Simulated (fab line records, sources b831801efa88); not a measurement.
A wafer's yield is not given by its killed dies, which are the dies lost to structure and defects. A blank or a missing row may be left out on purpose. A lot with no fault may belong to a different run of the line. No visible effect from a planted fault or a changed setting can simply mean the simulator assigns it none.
A lot that was struck, set against a sound lot / flow sky130 / 33 steps out of a route of 708
Sound: wafers L693.2, L693.3, L693.4. Wafers L714.1, L714.2, L714.6 were the ones struck. At the end, the cause is stated.
At each step with rows: each side's tool, then ch and its chambers, then its first start. Under that, the readings that differ: sound wafers / struck wafers / difference of the means / sigmas: that difference in standard deviations of wafers without a fault.
alike: readings with means less than 2 such deviations apart, plus words and numbers identical on both sides. not compared: withheld readings, readings lacking a value on some wafer, bounds such as >300 that could conceal the same value, and numbers that have no deviation in the record and whose values overlap.
A row with sigmas, a row that says differs or no value, or rows on one side alone: a step with any of these is where the two part. Numbers that have no deviation but don't overlap get no sigmas and don't part them. Lack of a reading on every wafer of one side parts them only where that side has two or more wafers.

first, 9 steps without rows for these wafers: SKY_METAL1_DEVELOP_14 (develop time 60 s); SKY_METAL1_DESCUM_17 (chemistry O2, time 8 s); SKY_METAL1_ETCH_18 (etches BARC in N2/H2, stops on SiO2, time 45.9 s, target depth 60 nm); SKY_METAL1_METAL_ETCH_19 (etches the open film in Cl2/BCl3, stops on SiO2, target depth 360 nm, time 78 s); SKY_METAL1_STRIP_20 (strips in O2/N2); SKY_METAL1_STRIP_21 (strips in post etch residue remover, time 1200 s); SKY_METAL1_CLEAN_22 (cleans in IPA, time 180 s); SKY_METAL1_CLEAN_23 (cleans in O3/DIW); SKY_VIA1_HDPCVD_00 (deposits SiO2, target thk 1030 nm, time 171.7 s).
SKY_VIA1_CMP_02: polishes SiO2.
  sound on cmp-02 ch 0,1,2, day 33 05:36; struck on cmp-02 ch 0,2, day 39 15:08
  alike: motor-current-A
then, 22 steps without rows for these wafers: SKY_VIA1_DEHYDRATE_04 (time 60 s); SKY_VIA1_HMDS_05 (prime time 60 s); SKY_VIA1_COAT_06 (resist thk 60 nm); SKY_VIA1_COAT_07 (resist thk 450 nm); SKY_VIA1_SOFTBAKE_08 (time 90 s); SKY_VIA1_EXPOSE_09 (exposes mask VIM, target cd 150 nm); SKY_VIA1_PEB_10; SKY_VIA1_DEVELOP_11 (develop time 60 s); SKY_VIA1_ETCH_14 (etches BARC in N2/H2, stops on SiO2, time 45.9 s, target depth 60 nm); SKY_VIA1_ETCH_15 (etches SiO2 in C4F8/O2/Ar, stops on TiN, target depth 351 nm, time 55.82 s); SKY_VIA1_STRIP_16 (strips in O2/N2); SKY_VIA1_STRIP_17 (strips in post etch residue remover, time 1200 s); SKY_VIA1_CLEAN_18 (cleans in IPA, time 180 s); SKY_VIA1_CLEAN_19 (cleans in O3/DIW); SKY_VIA1_SPUTTER_20 (material TiN, target thk 20 nm, time 80 s); SKY_VIA1_CVD_21 (deposits W, target thk 270 nm, time 80.902 s); SKY_VIA1_CMP_24 (polishes, stops on SiO2, t overpolish 15 s, target thk 0 nm); SKY_METAL2_SPUTTER_00 (material Ti, target thk 15 nm, time 10 s); SKY_METAL2_SPUTTER_01 (material TiN, target thk 20 nm, time 16.7 s); SKY_METAL2_SPUTTER_02 (material AlCu, target thk 250 nm, time 13.3 s); SKY_METAL2_SPUTTER_03 (material Ti, target thk 5 nm, time 3.208 s); SKY_METAL2_SPUTTER_04 (material TiN, target thk 70 nm, time 58.3 s).
-- the record jumps here: 11 days lie between the struck wafers' starts before and after (it left off in module METAL2 and takes up again in module PAD_OPEN, whose first step shown is number 708 of the route) --
SKY_PAD_OPEN_PROBE_99:
  sound on prober-02, day 46 06:15; struck on prober-01, day 50 16:41
reading=defect-limited-yield (%); sound=80.7 83.3 80.9; struck=54.3 59.8 58.7; difference=-24.0; sigmas=-13
reading=killed_at_M0_to_M3; sound=51 42 51; struck=178 165 172; difference=+124; sigmas=+20
reading=killed-dies; sound=95 82 94; struck=225 198 203; difference=+118; sigmas=+13
reading=killed-on-rim; sound=19 17 20; struck=50 40 46; difference=+27; sigmas=+7
reading=sort_bin_3_pad_short (%); sound=1.2 0.2 0.4; struck=2.2 2.4 1.6; difference=+1.5; sigmas=+3
reading=sort_bin_5_function (%); sound=11.2 12.0 11.4; struck=27.8 24.2 27.0; difference=+14.8; sigmas=+10
reading=sort_bin_6_memory (%); sound=6.9 4.5 7.3; struck=15.7 13.6 12.6; difference=+7.7; sigmas=+6
reading=sort-n-pass; sound=397 410 398; struck=267 294 289; difference=-118; sigmas=-13
reading=sort-yield-pct (%); sound=80.7 83.3 80.9; struck=54.3 59.8 58.7; difference=-24.0; sigmas=-13
reading=model.etest.tester.sort-n-pass; sound=397 410 398; struck=267 294 289; difference=-118; sigmas=
reading=model.etest.tester.sort-yield-pct (%); sound=80.69 83.33 80.89; struck=54.27 59.76 58.74; difference=-24.05; sigmas=
reading=model.etest.tester.sort_bin_5_pct (%); sound=11.18 11.99 11.38; struck=27.85 24.19 27.03; difference=+14.84; sigmas=
reading=model.etest.tester.sort_bin_6_pct (%); sound=6.911 4.472 7.317; struck=15.65 13.62 12.6; difference=+7.72; sigmas=
reading=model.etest.tester.sort_bin_3_pct (%); sound=1.22 0.2033 0.4065; struck=2.236 2.439 1.626; difference=+1.490; sigmas=
  alike: killed_at_M4_up, killed-at-contacts, killed-at-front-end, killed-at-other, killed-open, killed-short

WHERE THEY PART
At SKY_PAD_OPEN_PROBE_99 and nowhere else, as far as this record goes.

WHY: what had been put in by the simulator
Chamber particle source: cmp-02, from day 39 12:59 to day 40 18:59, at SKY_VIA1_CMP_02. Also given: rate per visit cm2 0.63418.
